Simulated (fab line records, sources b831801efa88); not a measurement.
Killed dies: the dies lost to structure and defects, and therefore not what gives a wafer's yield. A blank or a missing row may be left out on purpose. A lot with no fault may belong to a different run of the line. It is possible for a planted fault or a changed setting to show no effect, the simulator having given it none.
8D (eight disciplines) problem report, filled in by code | flow sky130 | the parts of the form that need people (team, actions taken, sign-off) are left out

## 1. THE ISSUE
NWELL_00_OVL at SKY_NWELL_OVL_MEAS_10 reads a mean of 142.4 nm on 12 wafers of 4 lots; wafers without a fault read -0.3 nm with a standard deviation of 1.4. So: +99 or more standard deviations from the usual mean.
Earliest sighting: wafer L223.3 on overlay-01 at day 6 06:53. The record has a number at this step for 39 wafers belonging to 13 lots. Rule for "out", or "out of limits": more than 4 standard deviations from the usual mean. The rest of the wafers with a number are treated as sound.

## 2. WHAT THIS IS AND IS NOT
question                    | is                     | is not
which readings at this step | NWELL_00_OVL           | -
which lots                  | L223, L224, L225, L226 | L216, L217, L220, L221, L222, L233, L234, L236, L237
which wafers of those lots  | all that have a number | -
read on which gauges        | overlay-01, overlay-02 | -
when                        | from day 6 06:53       | up to then (15 sound wafers); but 12 sound wafers of L233, L234, L236, L237 came after

## 3. THE SUSPECTS, EACH WITH WHAT RULES IT OUT
Counting: a tool at any process step up to the reading remains a suspect when it ran all the lots that are out and ran no sound lot after the first of those.
- the gauge at SKY_NWELL_OVL_MEAS_10 is ruled out. 2 gauges (overlay-01, overlay-02) read the wafers that are out.
- iline stepper-02 at SKY_NWELL_EXPOSE_07 (exposes mask NWM, target cd 840 nm): kept. All lots that are out passed through it, beginning with L223 at day 5 21:08, and no sound lot followed; its final sound lot before that point was L220 at day 5 05:01.
Remaining after the count: iline stepper-02 at SKY_NWELL_EXPOSE_07.

## 4. THE CAUSE (what the simulator had put in)
Scanner matching overlay: iline stepper-02, from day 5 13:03 on, at SKY_NWELL_EXPOSE_07. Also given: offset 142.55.
After counting, this tool was the only one left.

## 5. THE EFFECT CHAIN, in route order
Each row: a reading where the mean over the struck wafers with a number is more than 3 standard deviations away from the usual. Only readings whose record carries a usual standard deviation are examined. hours: median over the lots of the time between each lot's start at the first step of this table that gives one and its start at this step. sigmas: the change, counted in usual standard deviations.
hours | step                  | reading      | usual   | on struck wafers | change | sigmas
0     | SKY_NWELL_OVL_MEAS_10 | NWELL_00_OVL | -0.3 nm | 142.4            | +142.7 | +99 or more
Later measuring or inspecting steps at which every struck wafer that the step has a row for has a number for every such reading, and none has moved that far: SKY_VT_ADJUST_LVTN_OVL_MEAS_07.

## 6. WHAT WOULD HAVE CAUGHT IT SOONER
In this record the first reading out of limits at a measuring or inspecting step was taken at day 6 06:53, 18 hours after the fault began at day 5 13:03.
No tool reading at SKY_NWELL_EXPOSE_07 that has a usual standard deviation in the record was out on any struck wafer, so an alarm limit of 4 standard deviations on those readings would not have fired.
Among the 4 lots that are out, L225, L226 began SKY_NWELL_EXPOSE_07 on iline stepper-02 after day 6 06:53. A hold on the tool at that time would have spared those 2.
